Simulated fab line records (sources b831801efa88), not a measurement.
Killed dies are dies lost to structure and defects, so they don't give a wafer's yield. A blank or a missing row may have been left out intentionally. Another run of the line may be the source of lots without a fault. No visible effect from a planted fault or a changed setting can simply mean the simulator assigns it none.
Which tool is to blame? ; flow gf180mcu ; Sampling: 15 lots, 45 wafers, 5 of 602 route steps

WHAT THE GAUGES SHOWED, per wafer
GF_VT_IMPLANT_TW_MEAS_32.
lot;measured;on;VT_IMPLANT_3_TW
L600;day 7 04:25;film-metro-02;270.3 267.8 270.4
L603;day 7 18:31;film-metro-03;271.1 270.3 270.1
L604;day 7 21:29;film-metro-03;271.3 272.8 269.9
L605;day 8 11:55;film-metro-01;272.6 272.1 271.7
L606;day 8 20:58;film-metro-03;269.9 269.2 267.5
L607;day 8 22:48;film-metro-03;269.3 268.8 266.9
L608;day 8 23:03;film-metro-03;268.7 268.5 268.5
L611;day 10 00:27;film-metro-03;269.5 269.2 269.6
L616;day 11 10:37;film-metro-01;269.3 269.8 270.4
L617;day 11 16:31;film-metro-03;270.0 268.8 269.9
L618;day 11 17:19;film-metro-03;30.1 30.1 30.0
L619;day 12 06:22;film-metro-03;30.0 30.1 30.0
L620;day 12 14:59;film-metro-02;30.1 30.1 30.3
L622;day 12 23:20;film-metro-03;268.2 269.5 268.8
L623;day 13 06:15;film-metro-02;270.7 270.6 271.4

GF_PSD_TW_MEAS_11.
lot;measured;on;PSD_TW
L600;day 14 17:22;film-metro-01;3192 3178 3168
L603;day 15 07:17;film-metro-03;3193 3182 3201
L604;day 15 12:54;film-metro-03;3194 3194 3194
L605;day 16 08:28;film-metro-03;3153 3158 3160
L606;day 16 17:42;film-metro-03;3171 3152 3183
L607;day 16 20:55;film-metro-03;3160 3153 3171
L608;day 16 23:08;film-metro-02;3199 3210 3187
L611;day 18 14:20;film-metro-03;3177 3173 3174
L616;day 20 06:56;film-metro-03;3186 3200 3188
L617;day 20 20:16;film-metro-01;3196 3208 3207
L622;day 21 23:11;film-metro-01;3220 3201 3199
L623;day 22 09:41;film-metro-03;3225 3215 3221

GF_SALICIDE_RS_MEAS_04: measurement is done with a four-point probe.
lot;measured;on;SALICIDE_TIN_RS (ohm/sq)
L600;day 15 15:48;film-metro-04;16.0 16.1 16.0
L603;day 16 06:11;film-metro-04;16.0 15.9 16.0
L604;day 16 11:54;film-metro-03;16.3 16.4 16.5
L605;day 17 08:38;film-metro-04;17.3 16.9 17.0
L606;day 17 17:52;film-metro-02;17.1 16.8 17.2
L607;day 17 20:18;film-metro-03;16.0 15.8 15.6
L608;day 17 23:11;film-metro-04;16.1 15.9 15.9
L611;day 19 15:56;film-metro-02;16.5 16.5 16.4
L616;day 21 07:47;film-metro-04;16.2 15.8 15.9
L617;day 21 21:35;film-metro-02;16.6 16.9 16.5
L622;day 22 22:53;film-metro-02;16.5 16.8 16.6
L623;day 23 09:44;film-metro-02;16.4 16.0 16.5

TOOL THAT RAN EACH LOT (tool first, then ch and the chambers of the sampled wafers, then the start)
lot;GF_VT_IMPLANT_IMPLANT_30;GF_NSD_STRIP_11
L600;implanter-03 ch 0, day 7 04:11;plasma-asher-01 ch 0,1, day 13 19:52
L603;implanter-03 ch 0, day 7 18:16;plasma-asher-03 ch 0,1, day 14 09:52
L604;implanter-03 ch 0, day 7 21:14;plasma-asher-02 ch 0,1, day 14 15:22
L605;implanter-01 ch 0, day 8 11:41;plasma-asher-03 ch 0,1, day 15 10:29
L606;implanter-02 ch 0, day 8 20:43;plasma-asher-02 ch 0,1, day 15 19:46
L607;implanter-02 ch 0, day 8 22:33;plasma-asher-01 ch 0,1, day 15 22:29
L608;implanter-03 ch 0, day 8 22:49;plasma-asher-01 ch 0,1, day 16 00:22
L611;implanter-03 ch 0, day 10 00:13;plasma-asher-01 ch 0,1, day 17 15:09
L616;implanter-03 ch 0, day 11 10:22;plasma-asher-01 ch 0,1, day 19 06:24
L617;implanter-01 ch 0, day 11 16:16;plasma-asher-01 ch 0,1, day 19 20:00
L618;implanter-03, day 11 17:05;-
L619;implanter-03, day 12 06:08;-
L620;implanter-01, day 12 14:44;-
L622;implanter-02 ch 0, day 12 23:05;plasma-asher-01 ch 0,1, day 20 23:03
L623;implanter-01 ch 0, day 13 06:00;plasma-asher-02 ch 0,1, day 21 09:51
- GF_VT_IMPLANT_IMPLANT_30
- GF_NSD_STRIP_11: strips in O2/N2.

AS READ BY THE TOOLS THEMSELVES (means over the sampled wafers that have a number; for cases with no such wafer, the mark the record gives instead)
GF_VT_IMPLANT_IMPLANT_30.
lot;tool;beam-energy-keV;beam-on-s (s)
L600;implanter-03;25.000;10.13
L603;implanter-03;25.001;10.13
L604;implanter-03;25.013;9.98
L605;implanter-01;25.006;9.92
L606;implanter-02;25.001;10.10
L607;implanter-02;24.987;9.89
L608;implanter-03;24.999;9.92
L611;implanter-03;25.003;10.12
L616;implanter-03;25.004;10.05
L617;implanter-01;25.000;9.90
L618;implanter-03;-;-
L619;implanter-03;-;-
L620;implanter-01;-;-
L622;implanter-02;25.000;9.96
L623;implanter-01;24.998;9.98

GF_NSD_STRIP_11.
lot;tool;drypump-motor-current-A (A);heater-power-w (W);oes-product-au (a.u.);strip-time-to-endpoint-s (s)
L600;plasma-asher-01;5.5;332;0.487;22.98
L603;plasma-asher-03;5.7;359;0.489;22.96
L604;plasma-asher-02;5.9;394;0.490;22.95
L605;plasma-asher-03;5.7;362;0.482;23.02
L606;plasma-asher-02;5.7;371;0.486;22.98
L607;plasma-asher-01;5.5;335;0.486;23.00
L608;plasma-asher-01;5.2;328;0.486;23.00
L611;plasma-asher-01;5.2;335;0.484;22.97
L616;plasma-asher-01;5.2;342;0.485;22.96
L617;plasma-asher-01;5.2;339;0.486;22.99
L622;plasma-asher-01;5.2;344;0.485;23.01
L623;plasma-asher-02;5.7;366;0.482;22.94

THE ANSWER, worked out from the rows above alone
Rule: the usual values come from the lots themselves. The widest of any qualifying gaps counts: lots, ordered by their means at a reading, are off when they make up no more than a third of the lots, leave a main group of 4 or more, and stand apart from it by 3 or more times the standard deviation of that group's means. A main group is skipped when, at the precision printed for the reading in the tables above, its means are all equal. A lot without any number at a reading at which 4 lots or more have one is off too. Any other lot the step has rows for is counted as sound. The gauges are gone through in route order, then the tools' own readings, and for those a lot's mean is taken as printed above. At the first step where some lot is off, the reading lying furthest off is the one used; lots without a number count as furthest.
Off: at GF_VT_IMPLANT_TW_MEAS_32 (VT_IMPLANT_3_TW), L618, L619, L620. Main group: mean 269.8, sd 1.1.
A tool fits if, at a process step before that reading, it ran every lot that is off, and no sound lot after the first of them. The gauges at GF_VT_IMPLANT_TW_MEAS_32 aren't tried: what is off there is off at GF_VT_IMPLANT_IMPLANT_30 too, on other tools, and a gauge's error can't cause that. No candidate that was tried fits.

WHAT WAS PUT IN BY THE SIMULATOR
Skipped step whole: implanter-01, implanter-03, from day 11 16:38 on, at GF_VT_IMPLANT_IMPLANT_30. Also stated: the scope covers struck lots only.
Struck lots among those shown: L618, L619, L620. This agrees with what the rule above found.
